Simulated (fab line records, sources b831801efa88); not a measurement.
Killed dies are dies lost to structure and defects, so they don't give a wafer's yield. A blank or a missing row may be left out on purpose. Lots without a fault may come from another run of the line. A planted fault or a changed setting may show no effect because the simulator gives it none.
fab line records | flow sfq_line
record lots=6 wafers=18 last_day=92
route steps=325 shown I0@50 M1@58
lots that met no fault: from a run of the same line without faults
start_h: hours from the record's first day to the start of the lot's first wafer shown | wait_h: hours since the lot's step before | " the same as in the row above | L1.1+2: a row that stands for several wafers | - no value, or no start given | * or withheld: withheld | < > ~ a bound
route shown NAME@n: a module of which the file shows steps, and the number in the route of the first | usual: mean/standard deviation of fault-free wafers | same: alike in all rows | chamber/n: place in a boat | sites: the reading at each site | _std_site: their standard deviation | _edge_site: outer sites' mean less inner sites' | radius_mm: how far each site lies from the wafer's centre | mask NAME#n: copy n | behind: the tool/chamber that last shaped the wafer | hold: why the lot was held/for how many hours/how that ended | device: the transistor (n, p or np) that didn't switch | end of line: the same wafers' tests at the end of the route | a step without rows: its recipe alone | killed: dies lost to structure and defects at the first sort, not the wafer's yield | map: a wafer's dies, x killed, . not, _ none there
set.NAME: the setting as run; set.NAME@STEP: as run at that earlier step | model.NAME: the simulator's own value behind a step, which no gauge read
lots at some steps of the route; a table a step, a row a wafer
services: from which hour (start_h, from the record's first day; less than 0 if before it) a tool's chamber was out of use, for how many hours, and why
## steps
# step SFQ_TRILAYER_I0_VIA_LITHO_EXPOSE_032
# recipe mask_id=I0 na=0.6 source_shape=conventional sigma_outer=0.65 target_cd_nm=500 dose_mj=21.3
# step SFQ_TRILAYER_I0_VIA_LITHO_PEB_034
# recipe peb_temp_c=115 peb_time_s=60 resist=KrF
# step SFQ_TRILAYER_I0_VIA_LITHO_DEVELOP_033
# recipe time_s=60 resist=KrF
# step SFQ_I0_OVL_MEAS_908
# usual I0_OVL=-2/4.8
# columns lot.wafer tool chamber start_h wait_h I0_OVL[nm]
L877.1 overlay-01 - 227.63 0.1 -1
L877.2 " - " " 6
L877.3 " - " " 5
L878.1 overlay-01 - 234.09 0.1 -10
L878.2 " - " " -5
L878.3 " - " " -7
L888.3 overlay-02 - 304.55 0.1 4
L888.4 " - " " 2
L888.6 " - " " 1
L891.2 overlay-01 - 320.04 0.1 -3
L891.4 " - " " -3
L891.5 " - " " -8
L892.1 overlay-02 - 326.04 0.1 1
L892.3 " - " " -2
L892.4 " - " " -3
L895.1 overlay-02 - 346.54 0.1 0
L895.2 " - " " -6
L895.6 " - " " 1
# step SFQ_TRILAYER_I0_VIA_BARC_OPEN_VIA_ETCH_046
# recipe mask_material=PR chemistry=O2 target_depth_nm=125 target=BARC source_w=500 bias_w=80 pressure_mtorr=30 time_s=41.7
# usual drypump_motor_current_A=5.9/0.43 oes_product_au=0.685/0.0052
# columns lot.wafer tool chamber start_h wait_h drypump_motor_current_A oes_product_au rf_hours_counter_h
L877.1 rie_diel-01 2 227.67 0.0 5.9 0.685 75
L877.2 " 0 " " 5.6 0.676 115
L877.3 " 1 " " 5.3 0.691 104
L878.1 rie_diel-03 0 234.12 0.0 5.4 0.683 0
L878.2 " 3 " " 5.6 0.680 73
L878.3 " 1 " " 6.5 0.692 121
L888.3 rie_diel-01 1 304.57 0.0 5.3 0.688 106
L888.4 " 2 " " 5.9 0.682 77
L888.6 " 3 " " 6.7 0.681 -
L891.2 rie_diel-01 2 320.07 0.0 5.9 0.682 77
L891.4 " 0 " " 5.6 0.689 117
L891.5 " 2 " " 5.9 0.686 -
L892.1 rie_diel-01 2 326.07 0.0 5.9 0.692 77
L892.3 " 1 " " 5.4 0.684 106
L892.4 " 0 " " 5.6 0.687 117
L895.1 rie_diel-01 2 346.57 0.0 5.9 0.683 78
L895.2 " 0 " " 5.6 0.691 117
L895.6 " 2 " " 5.9 0.683 -
# step SFQ_TRILAYER_I0_VIA_ETCH_VIA_ETCH_034
# recipe target=SiO2 stop_on=Nb mask_material=PR taper_deg=20 chemistry=CHF3 target_depth_nm=260 source_w=500 bias_w=80 pressure_mtorr=30 time_s=withheld
# usual drypump_motor_current_A=5.9/0.43 oes_product_au=0.855/0.0051
# columns lot.wafer tool chamber start_h wait_h drypump_motor_current_A oes_product_au
L877.1 rie_diel-01 2 227.71 0.0 5.9 0.849
L877.2 " 0 " " 5.6 0.851
L877.3 " 1 " " 5.4 0.856
L878.1 rie_diel-03 0 234.16 0.0 5.3 0.852
L878.2 " 3 " " 5.6 0.857
L878.3 " 1 " " 6.5 0.862
L888.3 rie_diel-01 1 304.61 0.0 5.4 0.854
L888.4 " 2 " " 5.9 0.858
L888.6 " 3 " " 6.6 0.844
L891.2 rie_diel-01 2 320.11 0.0 5.9 0.850
L891.4 " 0 " " 5.6 0.858
L891.5 " 2 " " 5.9 0.861
L892.1 rie_diel-01 2 326.11 0.0 5.9 0.860
L892.3 " 1 " " 5.4 0.857
L892.4 " 0 " " 5.6 0.846
L895.1 rie_diel-01 2 346.61 0.0 5.9 0.845
L895.2 " 0 " " 5.6 0.858
L895.6 " 2 " " 5.9 0.855
# step SFQ_TRILAYER_I0_VIA_STRIP_STRIP_035
# recipe gas=O2 power_w=200 platen_temp_c=40 overash_fraction=0.65 chemistry=O2 pressure_mtorr=50
# usual drypump_motor_current_A=5.81/0.25 oes_product_au=0.999/0.0084
# columns lot.wafer tool chamber start_h wait_h drypump_motor_current_A oes_product_au rf_hours_counter_h
L877.1 rie_metal-04 1 227.82 - 6.19 0.989 151
L877.2 " 1 " " 6.19 0.987 -
L877.3 " 1 " " 6.16 0.997 -
L878.1 rie_metal-03 0 234.28 - 5.90 0.995 16
L878.2 " 1 " " 5.73 0.986 161
L878.3 " 0 " " 5.95 0.989 -
L888.3 rie_metal-01 0 305.12 - 5.52 1.005 -
L888.4 " 0 " " 5.53 1.003 -
L888.6 " 0 " " 5.50 1.011 -
L891.2 rie_metal-04 1 320.23 - 6.21 1.003 173
L891.4 " 0 " " 5.76 1.015 -
L891.5 " 0 " " 5.77 1.008 -
L892.1 rie_metal-03 0 326.23 - 5.88 0.993 29
L892.3 " 0 " " 5.92 0.998 -
L892.4 " 1 " " 5.75 0.996 -
L895.1 rie_metal-01 1 346.73 - 5.45 1.003 26
L895.2 " 0 " " 5.51 1.001 55
L895.6 " 0 " " 5.53 1.002 -
# step SFQ_TRILAYER_I0_VIA_STRIP_SOLV_CLEAN_036
# recipe chemistry=NMP temp_c=70 time_s=600
# step SFQ_TRILAYER_M1_DEP_PRE_CLEAN_038
# recipe gas=Ar time_s=22.5 bias_v=250
# step SFQ_TRILAYER_M1_DEP_SPUTTER_037
# recipe material=Nb base_pressure_pa=1.33e-06 chamber_pressure_pa=0.1333 substrate_temp_c=20 resputter_cathode_voltage_v=400 target_thk_nm=200 power_w=2000 time_s=133.3
# usual substrate_temp_c=20.00/0.099 throttle_valve_pct=30.4/1
# columns lot.wafer tool chamber start_h wait_h substrate_temp_c throttle_valve_pct
L877.1 pvd_sputter-04 - 229.23 0.0 19.88 29.2
L877.2 " - " " 20.06 30.9
L877.3 " - " " 20.03 31.3
L878.1 pvd_sputter-05 - 235.08 0.0 19.91 31.1
L878.2 " - " " 19.84 30.7
L878.3 " - " " 20.02 28.1
L888.3 pvd_sputter-03 - 306.14 0.0 20.06 31.7
L888.4 " - " " 20.07 29.5
L888.6 " - " " 19.97 29.7
L891.2 pvd_sputter-05 - 321.03 0.0 19.87 30.0
L891.4 " - " " 20.08 28.2
L891.5 " - " " 20.03 31.3
L892.1 pvd_sputter-03 - 327.03 0.0 19.91 29.8
L892.3 " - " " 19.98 31.8
L892.4 " - " " 20.04 30.9
L895.1 pvd_sputter-04 - 347.53 0.0 20.08 30.9
L895.2 " - " " 19.96 29.1
L895.6 " - " " 19.93 29.1
# step SFQ_M1_RS_MEAS_909
# recipe thk_meas_gauge=four-point-probe reads=Nb_of_TRILAYER_M1_DEP_SPUTTER_037
# usual M1_NB_RS=0.888/0.0087
# columns lot.wafer tool chamber start_h wait_h M1_NB_RS[ohm/sq]
L877.1 film_metro-04 - 229.32 0.0 0.883
L877.2 " - " " 0.876
L877.3 " - " " 0.883
L878.1 film_metro-04 - 235.17 0.0 0.891
L878.2 " - " " 0.878
L878.3 " - " " 0.879
L888.3 film_metro-01 - 306.27 0.1 0.892
L888.4 " - " " 0.894
L888.6 " - " " 0.891
L891.2 film_metro-03 - 321.14 0.1 0.891
L891.4 " - " " 0.878
L891.5 " - " " 0.876
L892.1 film_metro-03 - 327.12 0.0 0.900
L892.3 " - " " 0.898
L892.4 " - " " 0.888
L895.1 film_metro-01 - 347.62 0.0 0.902
L895.2 " - " " 0.907
L895.6 " - " " 0.907
# step SFQ_TRILAYER_M1_LITHO_COAT_044
# recipe resist=BARC spin_rpm=3000 resist_thk_nm=62
# columns lot.wafer tool chamber start_h wait_h model.BARC_of_TRILAYER_M1_LITHO_COAT_044.thk_nm
L877.1 litho_track-02 0 229.50 0.1 62.09
L877.2 " 0 " " 62.32
L877.3 " 0 " " 62.4
L878.1 litho_track-01 0 235.35 0.1 62.06
L878.2 " 0 " " 62.13
L878.3 " 0 " " 62.09
L888.3 litho_track-02 0 306.51 0.1 62.67
L888.4 " 0 " " 62.75
L888.6 " 0 " " 62.45
L891.2 litho_track-02 0 321.35 0.1 62.9
L891.4 " 0 " " 62.69
L891.5 " 0 " " 62.95
L892.1 litho_track-04 0 327.30 0.1 62.13
L892.3 " 0 " " 61.98
L892.4 " 0 " " 62
L895.1 litho_track-01 0 347.80 0.1 62.13
L895.2 " 0 " " 62.21
L895.6 " 0 " " 62.3
# step SFQ_TRILAYER_M1_LITHO_COAT_039
# recipe resist=KrF spin_rpm=3000 resist_thk_nm=600
# step SFQ_TRILAYER_M1_LITHO_SOFTBAKE_043
# recipe temp_c=withheld time_s=withheld resist=KrF
# step SFQ_TRILAYER_M1_LITHO_EXPOSE_040
# recipe mask_id=M1 na=0.6 source_shape=conventional sigma_outer=0.65 target_cd_nm=500 dose_mj=14.4
# step SFQ_TRILAYER_M1_LITHO_PEB_042
# recipe peb_temp_c=115 peb_time_s=60 resist=KrF
# step SFQ_TRILAYER_M1_LITHO_DEVELOP_041
# recipe time_s=60 resist=KrF
# step SFQ_M1_OVL_MEAS_911
# usual M1_OVL=0/4.6
# columns lot.wafer tool chamber start_h wait_h M1_OVL[nm]
L877.1 overlay-02 - 311.64 0.1 -4
L877.2 " - " " 1
L877.3 " - " " -6
L878.1 overlay-01 - 321.24 0.1 -4
L878.2 " - " " -6
L878.3 " - " " -5
L888.3 overlay-01 - 405.15 0.1 2
L888.4 " - " " 1
L888.6 " - " " 3
L891.2 overlay-02 - 423.14 0.1 3
L891.4 " - " " 2
L891.5 " - " " -1
L892.1 overlay-02 - 431.54 0.1 5
L892.3 " - " " 4
L892.4 " - " " 1
L895.1 overlay-01 - 456.29 0.1 3
L895.2 " - " " 7
L895.6 " - " " 9
# step SFQ_TRILAYER_M1_BARC_OPEN_METAL_ETCH_054
# recipe mask_material=PR chemistry=O2 target_depth_nm=125 target=BARC icp_w=600 bias_w=80 pressure_mtorr=10 time_s=41.7
# usual drypump_motor_current_A=5.8/0.33 oes_product_au=0.685/0.0045
# columns lot.wafer tool chamber start_h wait_h drypump_motor_current_A oes_product_au rf_hours_counter_h model.etch.depth_nm
L877.1 rie_metal-01 1 311.67 0.0 5.5 0.681 20 62.09
L877.2 " 0 " " 5.5 0.689 49 62.32
L877.3 " 1 " " 5.4 0.685 - 62.4
L878.1 rie_metal-01 1 321.27 0.0 5.5 0.685 21 62.06
L878.2 " 0 " " 5.5 0.689 50 62.13
L878.3 " 1 " " 5.4 0.687 - 62.09
L888.3 rie_metal-01 1 405.19 0.0 5.4 0.686 - 62.67
L888.4 " 0 " " 5.5 0.690 - 62.75
L888.6 " 0 " " 5.5 0.689 - 62.45
L891.2 rie_metal-04 1 423.17 0.0 6.2 0.696 2 62.9
L891.4 " 1 " " 6.2 0.686 - 62.69
L891.5 " 1 " " 6.2 0.690 - 62.95
L892.1 rie_metal-02 0 431.57 0.0 5.4 0.679 169 62.13
L892.3 " 0 " " 5.5 0.681 - 61.98
L892.4 " 0 " " 5.5 0.691 - 62
L895.1 rie_metal-04 1 456.32 0.0 6.2 0.686 8 62.13
L895.2 " 0 " " 5.8 0.686 42 62.21
L895.6 " 1 " " 6.2 0.681 - 62.3
# step SFQ_TRILAYER_M1_ETCH_METAL_ETCH_042
# recipe target=Nb stop_on=SiO2 mask_material=PR chemistry=Cl2/Ar target_depth_nm=240 icp_w=600 bias_w=80 pressure_mtorr=10 time_s=120
# usual drypump_motor_current_A=5.8/0.33 oes_product_au=0.895/0.0069
# columns lot.wafer tool chamber start_h wait_h drypump_motor_current_A oes_product_au rf_hours_counter_h
L877.1 rie_metal-01 1 311.73 0.0 5.5 0.895 20
L877.2 " 0 " " 5.5 0.900 49
L877.3 " 1 " " 5.5 0.882 -
L878.1 rie_metal-01 1 321.33 0.0 5.5 0.906 21
L878.2 " 0 " " 5.5 0.900 50
L878.3 " 1 " " 5.4 0.896 -
L888.3 rie_metal-01 1 405.27 0.1 5.5 0.886 -
L888.4 " 0 " " 5.5 0.899 -
L888.6 " 0 " " 5.5 0.898 -
L891.2 rie_metal-04 1 423.23 0.0 6.2 0.897 2
L891.4 " 1 " " 6.2 0.897 -
L891.5 " 1 " " 6.2 0.906 -
L892.1 rie_metal-02 0 431.69 0.1 5.5 0.889 169
L892.3 " 0 " " 5.5 0.890 -
L892.4 " 0 " " 5.5 0.897 -
L895.1 rie_metal-04 1 456.38 0.0 6.2 0.881 8
L895.2 " 0 " " 5.7 0.882 42
L895.6 " 1 " " 6.1 0.888 -
## services
# columns tool chamber start_h hours kind
rie_diel-01 3 204.68 4.6 repair
rie_metal-01 - 207.77 0.4 repair
pvd_sputter-05 - 232.17 2.6 repair
pvd_sputter-03 - 236.90 0.8 repair
rie_metal-04 0 268.14 3.3 repair
rie_diel-01 3 288.69 1.3 repair
rie_metal-03 - 297.03 14.6 pm
rie_metal-01 1 298.77 9.6 repair
pvd_sputter-04 - 304.76 3.1 repair
pvd_sputter-04 - 315.67 7.1 repair
pvd_sputter-04 - 326.06 0.6 repair
rie_metal-03 - 341.62 1.4 pm
rie_metal-01 - 351.24 0.1 repair
rie_diel-01 1 356.55 1.4 repair
rie_metal-04 - 361.65 2.7 repair
pvd_sputter-03 - 366.40 1.0 repair
rie_diel-01 2 373.12 24.5 repair
pvd_sputter-03 - 386.72 1.7 repair
rie_diel-01 0 397.60 - clean
rie_metal-01 - 398.73 1.4 pm
pvd_sputter-04 - 407.56 5.7 repair
rie_metal-02 1 412.77 21.5 repair
rie_metal-01 1 428.62 4.6 repair
rie_metal-04 - 445.59 0.4 repair
## key
first_sign none at tools or gauges
model_effect step=SFQ_TRILAYER_M1_LITHO_COAT_044 value=BARC_of_TRILAYER_M1_LITHO_COAT_044.thk_nm without=61.97 struck=62.73
model_effect step=SFQ_TRILAYER_M1_BARC_OPEN_METAL_ETCH_054 value=etch.depth_nm without=61.97 struck=62.73
met_at SFQ_TRILAYER_M1_LITHO_COAT_044
struck_wafers L888.3,L888.4,L888.6,L891.2,L891.4,L891.5
onset_between 229.50 306.51
fault kind=process_parameter_drift tool=litho_track-02 chamber=- onset_h=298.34 steps=SFQ_TRILAYER_M1_LITHO_COAT_044 channel=resist_thk_nm offset=0.76407 shape=step end_h=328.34 acts_in=these_recipes_only stated=62
